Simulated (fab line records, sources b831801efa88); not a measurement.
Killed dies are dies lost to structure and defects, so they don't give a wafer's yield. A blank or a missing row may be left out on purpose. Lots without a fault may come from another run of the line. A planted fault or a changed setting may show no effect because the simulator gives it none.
fab line records | flow sfq_line
record lots=6 wafers=18 last_day=80
route steps=325 shown I0@54 M1@58
lots that met no fault: from a run of the same line without faults
start_h: hours from the record's first day to the start of the lot's first wafer shown | wait_h: hours since the lot's step before | " the same as in the row above | L1.1+2: a row that stands for several wafers | - no value, or no start given | * or withheld: withheld | < > ~ a bound
route shown NAME@n: a module of which the file shows steps, and the number in the route of the first | usual: mean/standard deviation of fault-free wafers | same: alike in all rows | chamber/n: place in a boat | sites: the reading at each site | _std_site: their standard deviation | _edge_site: outer sites' mean less inner sites' | radius_mm: how far each site lies from the wafer's centre | mask NAME#n: copy n | behind: the tool/chamber that last shaped the wafer | hold: why the lot was held/for how many hours/how that ended | device: the transistor (n, p or np) that didn't switch | end of line: the same wafers' tests at the end of the route | a step without rows: its recipe alone | killed: dies lost to structure and defects at the first sort, not the wafer's yield | map: a wafer's dies, x killed, . not, _ none there
set.NAME: the setting as run; set.NAME@STEP: as run at that earlier step | model.NAME: the simulator's own value behind a step, which no gauge read
lots at some steps of the route; a table a step, a row a wafer
services: from which hour (start_h, from the record's first day; less than 0 if before it) a tool's chamber was out of use, for how many hours, and why
## steps
# step SFQ_TRILAYER_I0_VIA_BARC_OPEN_VIA_ETCH_046
# recipe mask_material=PR chemistry=O2 target_depth_nm=125 target=BARC source_w=500 bias_w=80 pressure_mtorr=30 time_s=41.7
# usual drypump_motor_current_A=5.8/0.43 oes_product_au=0.685/0.0044
# columns lot.wafer tool chamber start_h wait_h drypump_motor_current_A oes_product_au rf_hours_counter_h
L414.2 rie_diel-01 3 302.86 0.0 6.0 0.682 8
L414.4 " 2 " " 5.6 0.682 29
L414.6 " 3 " " 6.1 0.682 -
L416.2 rie_diel-03 2 338.39 0.0 5.1 0.686 2
L416.5 " 1 " " 5.9 0.686 -
L416.6 " 0 " " 5.8 0.686 -
L420.1 rie_diel-02 0 365.23 0.0 5.3 0.684 9
L420.3 " 3 " " 5.2 0.685 92
L420.6 " 0 " " 5.3 0.683 -
L421.3 rie_diel-01 1 371.83 0.0 6.1 0.682 15
L421.4 " 2 " " 5.7 0.687 30
L421.6 " 0 " " 6.6 0.684 -
L430.2 rie_diel-01 3 598.11 0.0 6.0 0.686 12
L430.4 " 0 " " 6.6 0.684 1
L430.6 " 2 " " 5.6 0.687 -
L434.4 rie_diel-02 0 659.36 0.0 5.3 0.685 12
L434.5 " 1 " " 5.6 0.682 -
L434.6 " 2 " " 6.1 0.694 -
# step SFQ_TRILAYER_I0_VIA_ETCH_VIA_ETCH_034
# recipe target=SiO2 stop_on=Nb mask_material=PR taper_deg=20 chemistry=CHF3 target_depth_nm=260 source_w=500 bias_w=80 pressure_mtorr=30 time_s=withheld
# usual drypump_motor_current_A=5.8/0.43 oes_product_au=0.855/0.0052
# columns lot.wafer tool chamber start_h wait_h drypump_motor_current_A oes_product_au
L414.2 rie_diel-01 3 302.90 0.0 6.1 0.852
L414.4 " 2 " " 5.6 0.853
L414.6 " 3 " " 6.0 0.855
L416.2 rie_diel-03 2 338.43 0.0 5.1 0.853
L416.5 " 1 " " 6.0 0.852
L416.6 " 0 " " 5.8 0.859
L420.1 rie_diel-02 0 365.27 0.0 5.3 0.849
L420.3 " 3 " " 5.2 0.857
L420.6 " 0 " " 5.3 0.859
L421.3 rie_diel-01 1 371.87 0.0 6.2 0.862
L421.4 " 2 " " 5.6 0.855
L421.6 " 0 " " 6.6 0.856
L430.2 rie_diel-01 3 598.15 0.0 6.0 0.856
L430.4 " 0 " " 6.6 0.860
L430.6 " 2 " " 5.7 0.861
L434.4 rie_diel-02 0 659.40 0.0 5.2 0.846
L434.5 " 1 " " 5.5 0.848
L434.6 " 2 " " 6.1 0.855
# step SFQ_TRILAYER_I0_VIA_STRIP_STRIP_035
# recipe gas=O2 power_w=200 platen_temp_c=40 overash_fraction=0.65 chemistry=O2 pressure_mtorr=50
# usual drypump_motor_current_A=6.0/0.45 oes_product_au=1.002/0.01
# columns lot.wafer tool chamber start_h wait_h drypump_motor_current_A oes_product_au rf_hours_counter_h
L414.2 rie_metal-03 1 303.22 - 6.1 0.991 -
L414.4 " 1 " " 6.1 1.003 -
L414.6 " 1 " " 6.1 0.987 -
L416.2 rie_metal-03 0 338.55 - 5.5 1.011 3
L416.5 " 1 " " 6.1 0.984 -
L416.6 " 0 " " 5.5 1.010 -
L420.1 rie_metal-03 0 365.38 - 5.5 1.005 7
L420.3 " 1 " " 6.1 0.993 -
L420.6 " 0 " " 5.4 1.000 -
L421.3 rie_metal-03 0 372.18 - 5.5 0.999 -
L421.4 " 1 " " 6.1 0.987 -
L421.6 " 1 " " 6.1 0.984 -
L430.2 rie_metal-02 1 598.26 - 6.3 1.017 5
L430.4 " 1 " " 6.3 1.015 -
L430.6 " 1 " " 6.3 1.021 -
L434.4 rie_metal-03 1 659.71 - 6.2 0.990 -
L434.5 " 1 " " 6.1 0.988 -
L434.6 " 0 " " 5.5 1.015 -
# step SFQ_TRILAYER_I0_VIA_STRIP_SOLV_CLEAN_036
# recipe chemistry=NMP temp_c=70 time_s=600
# step SFQ_TRILAYER_M1_DEP_PRE_CLEAN_038
# recipe gas=Ar time_s=22.5 bias_v=250
# step SFQ_TRILAYER_M1_DEP_SPUTTER_037
# recipe material=Nb base_pressure_pa=1.33e-06 chamber_pressure_pa=0.1333 substrate_temp_c=20 resputter_cathode_voltage_v=400 target_thk_nm=200 power_w=2000 time_s=133.3
# usual throttle_valve_pct=29.5/0.57
# columns lot.wafer tool chamber start_h wait_h throttle_valve_pct
L414.2 pvd_sputter-03 - 304.42 0.0 29.2
L414.4 " - " " 29.1
L414.6 " - " " 30.5
L416.2 pvd_sputter-03 - 339.37 0.0 29.3
L416.5 " - " " 30.5
L416.6 " - " " 29.3
L420.1 pvd_sputter-03 - 366.19 0.0 29.2
L420.3 " - " " 29.1
L420.6 " - " " 30.6
L421.3 pvd_sputter-03 - 372.79 0.0 29.6
L421.4 " - " " 29.1
L421.6 " - " " 29.0
L430.2 pvd_sputter-03 - 599.07 0.0 29.1
L430.4 " - " " 29.5
L430.6 " - " " 29.1
L434.4 pvd_sputter-05 - 660.31 0.0 29.2
L434.5 " - " " 29.2
L434.6 " - " " 28.9
# step SFQ_M1_RS_MEAS_909
# recipe thk_meas_gauge=four-point-probe reads=Nb_of_TRILAYER_M1_DEP_SPUTTER_037
# usual M1_NB_RS=0.887/0.011
# columns lot.wafer tool chamber start_h wait_h M1_NB_RS[ohm/sq]
L414.2 film_metro-01 - 304.53 0.1 0.889
L414.4 " - " " 0.884
L414.6 " - " " 0.892
L416.2 film_metro-01 - 339.48 0.1 0.882
L416.5 " - " " 0.882
L416.6 " - " " 0.889
L420.1 film_metro-04 - 366.28 0.0 0.897
L420.3 " - " " 0.889
L420.6 " - " " 0.888
L421.3 film_metro-02 - 372.92 0.1 0.887
L421.4 " - " " 0.889
L421.6 " - " " 0.888
L430.2 film_metro-04 - 599.18 0.1 0.887
L430.4 " - " " 0.900
L430.6 " - " " 0.889
L434.4 film_metro-02 - 660.46 0.1 0.881
L434.5 " - " " 0.879
L434.6 " - " " 0.885
# step SFQ_TRILAYER_M1_LITHO_COAT_044
# recipe resist=BARC spin_rpm=3000 resist_thk_nm=62
# step SFQ_TRILAYER_M1_LITHO_COAT_039
# recipe resist=KrF spin_rpm=3000 resist_thk_nm=600
# step SFQ_TRILAYER_M1_LITHO_SOFTBAKE_043
# recipe temp_c=withheld time_s=withheld resist=KrF
# step SFQ_TRILAYER_M1_LITHO_EXPOSE_040
# recipe mask_id=M1 na=0.6 source_shape=conventional sigma_outer=0.65 target_cd_nm=500 dose_mj=14.4
# step SFQ_TRILAYER_M1_LITHO_PEB_042
# recipe peb_temp_c=115 peb_time_s=60 resist=KrF
# usual chill_plate_temp_C=22.99/0.11 exhaust_pa=45.2/0.78
# columns lot.wafer tool chamber start_h wait_h chill_plate_temp_C exhaust_pa
L414.2 litho_track-03 0 436.57 0.8 23.07 45.4
L414.4 " 0 " " 22.99 45.2
L414.6 " 0 " " 22.99 46.0
L416.2 litho_track-02 0 487.15 0.8 23.06 45.3
L416.5 " 0 " " 22.94 45.0
L416.6 " 0 " " 22.98 43.8
L420.1 litho_track-03 - 520.72 1.0 - -
L420.3 " - " " - -
L420.6 " - " " - -
L421.3 litho_track-03 - 522.97 0.7 - -
L421.4 " - " " - -
L421.6 " - " " - -
L430.2 litho_track-03 0 757.57 0.8 22.89 44.8
L430.4 " 0 " " 22.95 46.3
L430.6 " 0 " " 22.85 45.0
L434.4 litho_track-02 0 815.29 0.5 23.01 45.7
L434.5 " 0 " " 23.09 43.7
L434.6 " 0 " " 23.07 45.1
# step SFQ_TRILAYER_M1_LITHO_DEVELOP_041
# recipe time_s=60 resist=KrF
## services
# columns tool chamber start_h hours kind
rie_diel-02 - 285.12 0.2 repair
rie_diel-02 - 296.47 14.6 pm
pvd_sputter-03 - 306.13 8.0 repair
rie_diel-01 0 312.74 18.0 repair
rie_diel-03 2 379.52 2.4 repair
rie_diel-02 0 393.74 1.8 repair
rie_diel-03 0 425.71 9.6 repair
rie_diel-01 2 427.32 7.7 repair
rie_diel-03 2 437.08 4.4 repair
rie_diel-01 3 442.46 4.9 repair
rie_diel-02 0 464.43 9.5 repair
rie_metal-03 1 468.06 10.1 repair
rie_metal-03 - 478.28 2.8 pm
pvd_sputter-03 - 509.55 9.8 repair
rie_diel-02 1 555.89 6.7 repair
rie_diel-02 1 588.21 17.0 repair
rie_diel-01 3 606.85 7.2 repair
rie_diel-02 3 612.83 6.9 repair
rie_diel-02 0 617.50 14.8 repair
rie_diel-02 0 632.39 7.7 repair
pvd_sputter-03 - 670.81 0.9 repair
pvd_sputter-03 - 708.55 1.2 repair
rie_diel-02 3 737.24 5.4 repair
rie_diel-03 0 774.24 5.5 repair
## key
first_sign step=SFQ_TRILAYER_M1_LITHO_PEB_042 reading=tool_record direction=missing
effect none on later readings
met_at SFQ_TRILAYER_M1_LITHO_PEB_042
struck_wafers L420.1,L420.3,L420.6,L421.3,L421.4,L421.6
onset_between 436.57 520.72
fault kind=skipped_step_whole tool=litho_track-03 chamber=- onset_h=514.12 steps=SFQ_TRILAYER_M1_LITHO_PEB_042 scope=struck_lots_only
